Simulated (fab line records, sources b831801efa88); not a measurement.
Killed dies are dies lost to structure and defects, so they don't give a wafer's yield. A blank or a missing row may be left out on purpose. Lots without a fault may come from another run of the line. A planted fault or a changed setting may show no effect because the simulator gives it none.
One fault seen from 2 desks | flow sky130 | each desk has only its own numbers; what lay behind them comes last

THE METROLOGY DESK
What the gauges read, lot by lot, whatever tool the lot ran on: means of the sampled wafers that have a number. A lot is out of limits, marked OUT, if its mean lies more than 4 standard deviations from the usual mean; the brackets give that distance.
Columns: A = NWELL_01_OVL at SKY_NWELL_OVL_MEAS_23, usual -0.4 nm; B = cd_nm at SKY_VT_ADJUST_NCORE_CD_MEAS_07, usual 379.8 nm; C = cd_nm at SKY_VT_ADJUST_HVTR_CD_MEAS_07, usual 379.7 nm
lot  | first seen here | A    | B     | C
L279 | day 6 01:27     | 1.0  | 381.9 | 380.5
L280 | day 6 03:10     | 0.3  | 380.6 | 377.5
L281 | day 6 11:04     | 0.9  | 378.6 | 378.6
L283 | day 7 02:29     | 0.1  | 375.9 | 378.1
L285 | day 8 09:10     | -1.2 | 371.3 | 381.8
L287 | day 8 10:49     | 2.0  | 377.0 | 377.2
L291 | day 9 09:21     | -0.2 | 380.3 | 381.6
L294 | day 9 17:52     | -1.0 | 380.4 | 383.3
L295 | day 10 04:30    | -0.8 | 380.3 | 379.9
L296 | day 10 10:58    | -0.7 | 379.3 | 378.0
L298 | day 10 23:19    | -1.2 | 373.4 | 383.8
L299 | day 11 01:43    | -1.1 | 385.0 | 381.7
This desk's finding: nothing out of limits on any of the 12 lots.

THE TOOL OWNER'S DESK: litho_track-04
The tool's own readings at SKY_VT_ADJUST_NCORE_COAT_02 (resist thk 1140 nm): means of the sampled wafers that have a number, for each lot that ran on this tool. A lot is out of limits, marked OUT, if its mean lies more than 4 standard deviations from the usual mean; the brackets give that distance.
Columns: A = dispense_pressure_kPa at SKY_VT_ADJUST_NCORE_COAT_02, usual 55.5 kPa; B = exhaust_pa at SKY_VT_ADJUST_NCORE_COAT_02, usual 45.1 Pa
lot  | first seen here | A    | B
L280 | day 9 02:07     | 52.6 | 45.5
L281 | day 9 08:31     | 52.6 | 46.2
L283 | day 10 01:50    | 52.6 | 44.6
L285 | day 11 13:07    | 52.6 | 45.0
L287 | day 11 14:14    | 52.6 | 44.7
This desk's finding: nothing out of limits on any of the 5 lots.

PUT TOGETHER
The metrology desk saw nothing out of limits.
The tool owner's desk saw nothing out of limits.

WHAT THE SIMULATOR HAD PUT IN
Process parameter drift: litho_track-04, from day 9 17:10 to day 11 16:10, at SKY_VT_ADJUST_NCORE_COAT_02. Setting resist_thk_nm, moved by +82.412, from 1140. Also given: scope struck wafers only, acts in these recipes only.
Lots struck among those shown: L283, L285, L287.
